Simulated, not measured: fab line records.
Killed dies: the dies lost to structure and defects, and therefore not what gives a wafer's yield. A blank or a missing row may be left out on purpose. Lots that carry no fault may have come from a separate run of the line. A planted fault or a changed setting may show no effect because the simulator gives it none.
Chamber matching    flow gf180mcu    cmp-01 running GF_V5_CMP_26: 4 sister chambers
The step polishes, stops on SiO2, t overpolish 15 s, target thk 0 nm. 8 wafers are shown with their chamber, then 7 later ones without.

EACH WAFER AND ITS CHAMBER
wafer   chamber  motor_current_A (A)  time_to_endpoint_s (s)
L592.1  3        9.1                  81
L592.2  0        11.5                 86
L594.3  0        12.5                 88
L597.6  2        13.2                 79
L598.1  1        11.6                 79
L598.2  2        12.2                 81
L598.6  3        8.6                  81
L600.2  1        11.0                 83

WAFERS WITH NO CHAMBER GIVEN
wafer   motor_current_A (A)  time_to_endpoint_s (s)
L600.5  12.4                 94
L600.6  8.3                  90
L601.1  11.7                 84
L601.2  12.7                 88
L601.5  12.3                 89
L602.1  11.1                 84
L602.6  12.7                 88

WHICH CHAMBER EACH WENT THROUGH
wafer    from the rows above            in truth
L600.5   0                              0
L600.6   can't be placed: 3 or 0        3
L601.1   can't be placed: 0 or 1 or 2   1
L601.2   0                              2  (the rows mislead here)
L601.5   0                              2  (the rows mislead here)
L602.1   can't be placed: 1 or 0 or 2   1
L602.6   0                              0
Correct placement for 2 of the 7. Can't be placed from these rows: 3 (the true chamber is among the candidates in 3). Placed wrongly: 2.
How it was worked out, from the rows above alone: a wafer's distance from a chamber is the root of the sum, over the readings, of the square of ((its reading less the chamber's mean) divided by the reading's scatter). If the next closest chamber is less than 2 further off than the closest, the wafer can't be placed; otherwise it belongs to the closest. For every chamber, the mean is computed from those of its wafers that are shown. The scatter is the square root of a quotient: the sum, over the shown wafers, of each reading's squared deviation from its chamber's mean, divided by wafers minus chambers.
